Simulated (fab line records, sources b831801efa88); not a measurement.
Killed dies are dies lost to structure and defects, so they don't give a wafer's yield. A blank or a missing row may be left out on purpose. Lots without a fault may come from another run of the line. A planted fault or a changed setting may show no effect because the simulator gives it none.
fab line records | flow sky130 | part 2 of 2: steps 30 to 42 of 42
record lots=5 wafers=15 last_day=49
route steps=708 shown LDD_HVN@272 LDD_HVP@278 LDD_LDN@289 SPACER@304 POLY_CUT@307
lots that met no fault: from a run of the same line without faults
start_h: hours from the record's first day to the start of the lot's first wafer shown | wait_h: hours since the lot's step before | " the same as in the row above | L1.1+2: a row that stands for several wafers | - no value, or no start given | * or withheld: withheld | < > ~ a bound
route shown NAME@n: a module of which the file shows steps, and the number in the route of the first | usual: mean/standard deviation of fault-free wafers | same: alike in all rows | chamber/n: place in a boat | sites: the reading at each site | _std_site: their standard deviation | _edge_site: outer sites' mean less inner sites' | radius_mm: how far each site lies from the wafer's centre | mask NAME#n: copy n | behind: the tool/chamber that last shaped the wafer | hold: why the lot was held/for how many hours/how that ended | device: the transistor (n, p or np) that didn't switch | end of line: the same wafers' tests at the end of the route | a step without rows: its recipe alone | killed: dies lost to structure and defects at the first sort, not the wafer's yield | map: a wafer's dies, x killed, . not, _ none there
set.NAME: the setting as run; set.NAME@STEP: as run at that earlier step | model.NAME: the simulator's own value behind a step, which no gauge read
lots at some steps of the route; a table a step, a row a wafer
services: from which hour (start_h, from the record's first day; less than 0 if before it) a tool's chamber was out of use, for how many hours, and why
## steps
# step SKY_LDD_LDN_STRIP_12
# recipe chemistry=O2/N2 power_w=1400 pressure_mtorr=1500 platen_temp_c=withheld o2_flow_sccm=3000 n2_flow_sccm=300 overash_fraction=0.5
# usual drypump_motor_current_A=5.6/0.49 oes_product_au=0.715/0.0047 strip_time_to_endpoint_s=14.20/0.038
# columns lot.wafer tool chamber start_h wait_h drypump_motor_current_A oes_product_au rf_hours_counter_h strip_time_to_endpoint_s
L078.2 plasma_asher-04 0 583.70 0.1 6.2 0.715 14 14.24
L078.3 " 1 " " 5.2 0.711 - 14.19
L078.5 " 1 " " 5.2 0.720 - 14.25
L081.1 plasma_asher-02 1 586.94 0.1 5.5 0.708 49 14.25
L081.2 " 0 " " 5.0 0.709 49 14.23
L081.5 " 1 " " 5.5 0.711 - 14.24
L080.1 plasma_asher-04 0 588.25 0.1 6.2 0.706 15 14.23
L080.5 " 0 " " 6.2 0.708 - 14.23
L080.6 " 1 " " 5.2 0.712 - 14.22
L088.1 plasma_asher-04 0 645.99 0.1 6.2 0.712 21 14.13
L088.4 " 0 " " 6.2 0.712 - 14.17
L088.6 " 0 " " 6.2 0.713 - 14.16
L095.4 plasma_asher-02 1 690.03 0.1 5.5 0.721 - 14.20
L095.5 " 1 " " 5.5 0.724 - 14.18
L095.6 " 0 " " 5.0 0.721 - 14.20
# step SKY_LDD_LDN_TW_MEAS_13
# usual LDD_LDN_TW=1476/12
# columns lot.wafer tool chamber start_h wait_h LDD_LDN_TW
L078.2 film_metro-04 - 583.81 0.1 1478
L078.3 " - " " 1477
L078.5 " - " " 1481
L081.1 film_metro-02 - 587.04 0.1 1460
L081.2 " - " " 1467
L081.5 " - " " 1467
L080.1 film_metro-02 - 588.35 0.1 1466
L080.5 " - " " 1465
L080.6 " - " " 1462
L088.1 film_metro-03 - 646.09 0.1 1491
L088.4 " - " " 1481
L088.6 " - " " 1486
L095.4 film_metro-02 - 690.13 0.1 1464
L095.5 " - " " 1466
L095.6 " - " " 1463
# step SKY_LDD_LDN_CLEAN_14
# recipe chemistry=SC1/SC2 mix=1:4:20 temp_c=70 time_s=150 dry=n2_spin
# columns lot.wafer tool chamber start_h wait_h
L078.2+3+5 wet_bench-01 1 583.86 0.0
L081.1+2+5 wet_bench-01 3 587.10 0.1
L080.1+5+6 wet_bench-01 2 588.41 0.1
L088.1+4+6 wet_bench-02 3 646.15 0.1
L095.4+5+6 wet_bench-04 0 690.16 0.0
# step SKY_SPACER_CVD_00
# recipe material=Si3N4 precursor=DCS/NH3 target_thk_nm=43.1 temp_c=770 time_s=740 pressure_mtorr=250
# usual zone_power_bottom_pct=20.9/1.4 zone_power_upper_pct=14.8/1.1
# columns lot.wafer tool chamber start_h wait_h zone_power_bottom_pct zone_power_upper_pct
L078.2 lpcvd-02 0 584.82 0.9 22.7 16.0
L078.3 " 0 " " 22.7 16.2
L078.5 " 0 " " 22.3 16.1
L081.1 lpcvd-02 1 587.15 0.0 19.8 13.9
L081.2 " 1 " " 19.7 14.0
L081.5 " 1 " " 19.3 14.0
L080.1 lpcvd-02 1 589.41 0.9 20.0 13.7
L080.5 " 1 " " 19.8 13.8
L080.6 " 1 " " 19.9 13.8
L088.1 lpcvd-02 1 646.20 0.0 19.7 13.8
L088.4 " 1 " " 19.3 14.0
L088.6 " 1 " " 19.8 13.9
L095.4 lpcvd-02 0 691.26 1.0 22.5 16.3
L095.5 " 0 " " 22.8 16.1
L095.6 " 0 " " 22.4 16.2
# step SKY_SPACER_THK_MEAS_01
# recipe reads=Si3N4_of_SPACER_CVD_00
# usual SPACER_CVD_00_THK=43.2/0.49
# columns lot.wafer tool chamber start_h wait_h SPACER_CVD_00_THK[nm]
L078.2 film_metro-02 - 586.03 0.0 43.0
L078.3 " - " " 43.5
L078.5 " - " " 43.2
L081.1 film_metro-01 - 588.36 0.0 43.7
L081.2 " - " " 43.4
L081.5 " - " " 43.1
L080.1 film_metro-02 - 590.61 0.0 43.8
L080.5 " - " " 43.9
L080.6 " - " " 44.3
L088.1 film_metro-01 - 647.41 0.0 43.1
L088.4 " - " " 42.5
L088.6 " - " " 42.5
L095.4 film_metro-01 - 692.49 0.0 42.8
L095.5 " - " " 42.6
L095.6 " - " " 42.6
# step SKY_SPACER_ETCHBACK_02
# recipe chemistry=CH3F/O2 target=Si3N4 stop_on=SiO2 source_w=400 bias_w=80 pressure_mtorr=25 ch3f_flow_sccm=40 O2_flow_sccm=30 time_s=46.7 target_depth_a=450
# usual drypump_motor_current_A=5.5/0.47 oes_product_au=0.856/0.007 throttle_valve_pct=10.563/0.0076
# columns lot.wafer tool chamber start_h wait_h drypump_motor_current_A oes_product_au rf_hours_counter_h throttle_valve_pct
L078.2 rie_diel-02 1 586.08 0.0 5.3 0.859 1 10.572
L078.3 " 0 " " 6.3 0.858 6 10.569
L078.5 " 1 " " 5.3 0.859 - 10.564
L081.1 rie_diel-04 2 588.42 0.1 4.8 0.855 48 10.559
L081.2 " 1 " " 5.3 0.856 62 10.550
L081.5 " 3 " " 5.3 0.853 - 10.581
L080.1 rie_diel-01 3 590.67 0.1 6.2 0.863 16 10.558
L080.5 " 0 " " 5.6 0.863 - 10.567
L080.6 " 1 " " 5.0 0.863 - 10.556
L088.1 rie_diel-04 3 647.47 0.1 5.3 0.857 50 10.567
L088.4 " 3 " " 5.3 0.853 - 10.550
L088.6 " 2 " " 4.8 0.850 - 10.563
L095.4 rie_diel-04 2 692.52 0.0 4.8 0.852 50 10.551
L095.5 " 3 " " 5.3 0.850 - 10.552
L095.6 " 0 " " 5.7 0.849 - 10.566
# step SKY_POLY_CUT_DEHYDRATE_00
# recipe temp_c=200 time_s=60
# columns lot.wafer tool chamber start_h wait_h
L078.2+3+5 litho_track-02 0 600.70 14.6
L081.1+2+5 litho_track-01 0 603.12 14.7
L080.1+5+6 litho_track-02 0 604.68 14.0
L088.1+4+6 litho_track-04 0 661.71 14.2
L095.4+5+6 litho_track-01 0 705.29 12.7
# step SKY_POLY_CUT_HMDS_01
# recipe prime_time_s=60 prime_temp_c=120
# columns lot.wafer tool chamber start_h wait_h
L078.2+3+5 litho_track-02 0 600.85 0.1
L081.1+2+5 litho_track-01 0 603.27 0.1
L080.1+5+6 litho_track-02 0 604.83 0.1
L088.1+4+6 litho_track-04 0 661.86 0.1
L095.4+5+6 litho_track-01 0 705.44 0.1
# step SKY_POLY_CUT_COAT_02
# recipe resist=BARC temp_c=withheld time_s=withheld spin_rpm=3000 resist_thk_nm=60
# columns lot.wafer tool chamber start_h wait_h
L078.2+3+5 litho_track-02 0 601.00 0.1
L081.1+2+5 litho_track-01 0 603.42 0.1
L080.1+5+6 litho_track-02 0 604.98 0.1
L088.1+4+6 litho_track-04 0 662.01 0.1
L095.4+5+6 litho_track-01 0 705.59 0.1
# step SKY_POLY_CUT_COAT_03
# recipe resist=KrF-thick spin_rpm=3000 resist_thk_nm=450
# columns lot.wafer tool chamber start_h wait_h
L078.2+3+5 litho_track-02 0 - -
L081.1+2+5 litho_track-01 0 - -
L080.1+5+6 litho_track-02 0 - -
L088.1+4+6 litho_track-04 0 - -
L095.4+5+6 litho_track-01 0 - -
# step SKY_POLY_CUT_SOFTBAKE_04
# recipe temp_c=100 time_s=90 resist=KrF-thick
# columns lot.wafer tool chamber start_h wait_h
L078.2+3+5 litho_track-02 0 - -
L081.1+2+5 litho_track-01 0 - -
L080.1+5+6 litho_track-02 0 - -
L088.1+4+6 litho_track-04 0 - -
L095.4+5+6 litho_track-01 0 - -
# step SKY_POLY_CUT_EXPOSE_05
# recipe mask_id=NPCM na=0.8 source_shape=annular sigma_inner=0.55 sigma_outer=0.85 target_cd_nm=270 dose_mj=32
# usual focus_offset_nm=0.1/0.47 stage_vel_mm_s=500.03/0.21
# columns lot.wafer tool chamber start_h wait_h mask focus_offset_nm stage_vel_mm_s
L078.2 krf_scanner-02 0 - - NPCM#0 -0.4 500.10
L078.3 " 0 " " NPCM#0 0.0 499.96
L078.5 " 0 " " NPCM#0 -0.2 500.26
L081.1 krf_scanner-02 0 - - NPCM#0 0.1 500.14
L081.2 " 0 " " NPCM#0 -0.7 500.09
L081.5 " 0 " " NPCM#0 -0.9 500.24
L080.1 krf_scanner-02 0 - - NPCM#0 -0.1 499.87
L080.5 " 0 " " NPCM#0 0.5 500.15
L080.6 " 0 " " NPCM#0 -0.1 499.70
L088.1 krf_scanner-01 0 - - NPCM#0 -0.6 499.93
L088.4 " 0 " " NPCM#0 -0.3 500.18
L088.6 " 0 " " NPCM#0 -0.5 500.02
L095.4 krf_scanner-02 0 - - NPCM#0 0.4 500.03
L095.5 " 0 " " NPCM#0 -0.2 500.02
L095.6 " 0 " " NPCM#0 0.1 499.94
# step SKY_POLY_CUT_PEB_06
# recipe peb_temp_c=withheld peb_time_s=withheld resist=KrF-thick
# columns lot.wafer tool chamber start_h wait_h
L078.2+3+5 litho_track-02 0 - -
L081.1+2+5 litho_track-01 0 - -
L080.1+5+6 litho_track-04 0 - -
L088.1+4+6 litho_track-01 0 - -
L095.4+5+6 litho_track-04 0 - -
## services
# columns tool chamber start_h hours kind
implanter-02 - 506.71 2.6 pm
implanter-04 - 518.85 3.8 pm
plasma_asher-01 - 545.24 8.8 repair
krf_scanner-02 - 546.42 1.3 pm
lpcvd-02 - 558.12 0.8 repair
implanter-02 - 567.07 3.6 repair
implanter-03 - 575.27 3.5 repair
implanter-04 - 575.30 0.6 repair
plasma_asher-01 - 580.48 28.1 pm
implanter-04 - 587.77 6.3 repair
iline_stepper-02 - 594.09 4.2 repair
plasma_asher-02 - 595.22 2.8 pm
implanter-04 - 596.28 22.8 pm
krf_scanner-02 - 608.96 1.0 pm
iline_stepper-01 - 609.19 0.6 repair
iline_stepper-02 - 622.42 1.7 pm
iline_stepper-01 - 629.34 3.7 repair
implanter-04 - 661.55 4.2 repair
implanter-03 - 665.28 2.3 repair
implanter-04 - 666.52 3.7 repair
implanter-04 - 670.19 21.3 pm
iline_stepper-01 - 714.13 1.7 pm
implanter-03 - 716.86 2.9 pm
plasma_asher-04 - 718.99 2.8 pm
